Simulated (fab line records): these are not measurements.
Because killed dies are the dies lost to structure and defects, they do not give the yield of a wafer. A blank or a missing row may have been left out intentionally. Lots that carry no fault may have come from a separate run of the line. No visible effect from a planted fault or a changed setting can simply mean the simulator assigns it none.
One fault seen from 2 desks    flow gf180mcu    numbers are kept per desk, each desk with only its own; the story behind them comes last

## FOR THE TOOL OWNER'S DESK: pvd-sputter-02
The tool's own readings at GF_M3_SPUTTER_00 (material Ti, target thk 37.5 nm, time 150 s): means of the sampled wafers that have a number, for each lot that ran on this tool. The brackets show how far a lot's mean lies from the usual mean; more than 4 standard deviations puts the lot out of limits, marked OUT.
Columns: A = cathode-dc-power-W at GF_M3_SPUTTER_00, usual 3999.9 W; B = throttle-valve-pct at GF_M3_SPUTTER_00, usual 30.5 %
lot   first seen here  A                         B
L672  day 20 16:23     4000.2                    30.5
L678  day 23 03:01     4576.9 (+99 or more) OUT  30.1
L679  day 23 10:25     4576.6 (+99 or more) OUT  30.6
This desk finds L678, L679 out of limits, L678 being first, at day 23 03:01 (cathode-dc-power-W at GF_M3_SPUTTER_00). L672: within limits.

## METROLOGY DESK
Means of the sampled wafers that have a number, per lot and without regard to the tool the lot ran on: this is what the gauges read. The brackets show how far a lot's mean lies from the usual mean; more than 4 standard deviations puts the lot out of limits, marked OUT.
Columns: A = V2_OVL at GF_V2_OVL_MEAS_15, usual -1 nm; B = V2_W_RS at GF_V2_RS_MEAS_24, usual 0.327 ohm/sq; C = V2_W_THK at GF_V2_THK_MEAS_25, usual 350 nm
lot   first seen here  A   B      C
L672  day 20 14:55     -7  0.328  349
L678  day 23 01:38     -4  0.328  349
L679  day 23 09:02     4   0.325  352
L685  day 25 23:26     1   0.329  342
L686  day 26 08:55     -4  0.329  345
L694  day 28 10:53     1   0.327  353
This desk found nothing out of limits on any of the 6 lots.

## PUT TOGETHER
On L678, L679, at day 23 03:01, an alarm was possible from the tool owner's desk.
Nothing out of limits was seen by the metrology desk.
The metrology desk holds a record of L678, L679, inside its limits.
The lots listed all ran GF_M3_SPUTTER_00 on pvd-sputter-02.

## WHAT THE SIMULATOR PUT IN
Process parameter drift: pvd-sputter-02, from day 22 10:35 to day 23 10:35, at GF_M3_SPUTTER_00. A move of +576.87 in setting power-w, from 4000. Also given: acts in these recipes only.
Shown lots that were struck: L678, L679.
Delay in hours, fault start to first out-of-limits reading, by desk: the tool owner's desk at 16.
